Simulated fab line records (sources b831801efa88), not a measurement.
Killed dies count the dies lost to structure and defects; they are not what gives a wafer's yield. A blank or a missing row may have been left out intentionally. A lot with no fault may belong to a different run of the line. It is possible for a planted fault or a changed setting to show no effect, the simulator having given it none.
8D (eight disciplines) problem report, filled in by code    flow sky130    the parts of the form that need people (team, actions taken, sign-off) are left out

1. THE PROBLEM
Wafers without a fault read 3.17 s, standard deviation 0.037; stripTimeToEndpointS at SKY_POLY_GATE_STRIP_18 reads a mean of 3.55 s on 9 wafers belonging to 3 lots. That puts it +10 standard deviations away from the usual mean.
The step: strips in O2/N2.
The first sign was on wafer L338.3 at day 19 17:41, on plasmaAsher-02. The record holds 42 wafers of 14 lots with a number at this step. Rule for "out", or "out of limits": more than 4 standard deviations from the usual mean. Any other wafer with a number is counted as sound.

2. WHAT THIS IS AND IS NOT
question                     is                              is not
which readings at this step  stripTimeToEndpointS            drypumpMotorCurrentA
which lots                   L338, L339, L340                L329, L330, L342, L343, L344, L346, L347, L349, L350, L351, L352
which wafers of those lots   all that have a number          -
read on which tools          plasmaAsher-02, plasmaAsher-04  plasmaAsher-01
when                         from day 19 17:41               up to then (6 sound wafers); but 27 sound wafers of L342, L343, L344, L346, L347, L349, L350, L351, L352 came after

3. SUSPECTS, AND WHAT RULES EACH OUT
Counting: a tool at any process step up to the reading remains a suspect when it ran all the lots that are out and ran no sound lot after the first of those.
- rieDiel-01 at SKY_POLY_GATE_ETCH_16 (etches Si3N4 in CH3F/O2, stops on poly-Si, time 147.5 s, target depth 75 nm): ruled out as a lasting fault. Sound lots L351 ran on it after its first lot that is out, L338 (day 19 17:30).
Left after counting: nothing in the record.

4. THE CAUSE (what the simulator had put in)
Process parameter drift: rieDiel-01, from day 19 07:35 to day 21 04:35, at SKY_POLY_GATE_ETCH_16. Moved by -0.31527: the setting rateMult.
The count ruled it out by mistake, since the rule takes a fault to strike every lot its tool runs from the start of the fault on, and this one did not do so.

5. THE EFFECT CHAIN, in route order
One row per reading whose mean, taken over the struck wafers that have a number, lies over 3 standard deviations from the usual. Readings are gone through only where the record gives a usual standard deviation; hours: the median, over the lots, of the time from a lot's start at the first step in this table giving one to that lot's start at this step; sigmas: the change measured in usual standard deviations.
hours  step                    reading               usual   on struck wafers  change  sigmas
0      SKY_POLY_GATE_STRIP_18  stripTimeToEndpointS  3.17 s  3.55              +0.38   +10
Its process steps:
- SKY_POLY_GATE_STRIP_18: strips in O2/N2.

6. HOW IT WOULD HAVE BEEN CAUGHT EARLIER
In this record the first reading out of limits was taken at day 19 17:41, 10 hours after the fault began at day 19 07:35.
Of the tool readings at SKY_POLY_GATE_ETCH_16 for which the record gives a usual standard deviation, none was out on any struck wafer, so an alarm limit of 4 standard deviations on them would not have fired.
